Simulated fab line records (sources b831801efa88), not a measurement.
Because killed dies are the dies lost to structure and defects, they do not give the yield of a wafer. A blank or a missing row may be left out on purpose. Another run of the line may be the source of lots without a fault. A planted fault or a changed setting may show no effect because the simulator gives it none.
Matching of chambers    flow gf180mcu    rie si-02 running GF_STI_ETCH_14: 4 sister chambers
The step etches Si in HBr/Cl2/O2, target depth 360 nm, time 102.9 s. 4 wafers are shown with their chamber, then 7 later ones without.

== WAFERS WITH THEIR CHAMBER ==
wafer   chamber  throttle valve pct (%)
L337.2  2        25.668
L344.4  0        25.680
L350.1  3        25.653
L350.2  1        25.661

== WAFERS WITHOUT THEIR CHAMBER ==
wafer   throttle valve pct (%)
L350.4  25.672
L351.1  25.659
L351.3  25.664
L351.5  25.641
L352.1  25.667
L352.2  25.648
L352.3  25.643

== WHICH CHAMBER EACH WENT THROUGH ==
wafer   from the rows above                in truth
L350.4  can't be placed: 2 or 0 or 1       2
L351.1  can't be placed: 1 or 3 or 2       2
L351.3  can't be placed: 1 or 2 or 3 or 0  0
L351.5  can't be placed: 3 or 1            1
L352.1  can't be placed: 2 or 1 or 0 or 3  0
L352.2  can't be placed: 3 or 1            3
L352.3  can't be placed: 3 or 1            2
0 of 7 placed correctly. These rows do not allow placing 7 (true chamber among the candidates in 6). Placed wrongly: 0.
How it was worked out, from the rows above alone: a wafer's distance from a chamber is the root of the sum, over the readings, of the square of ((its reading less the chamber's mean) divided by the reading's scatter). The wafer belongs to the nearest chamber; if the next one is less than 2 further off, it can't be placed. The mean given for a chamber averages the wafers shown for that chamber. The scatter (one wafer shown for each chamber): square how far every hidden wafer sits from the nearest shown wafer, average those squares and take the square root.
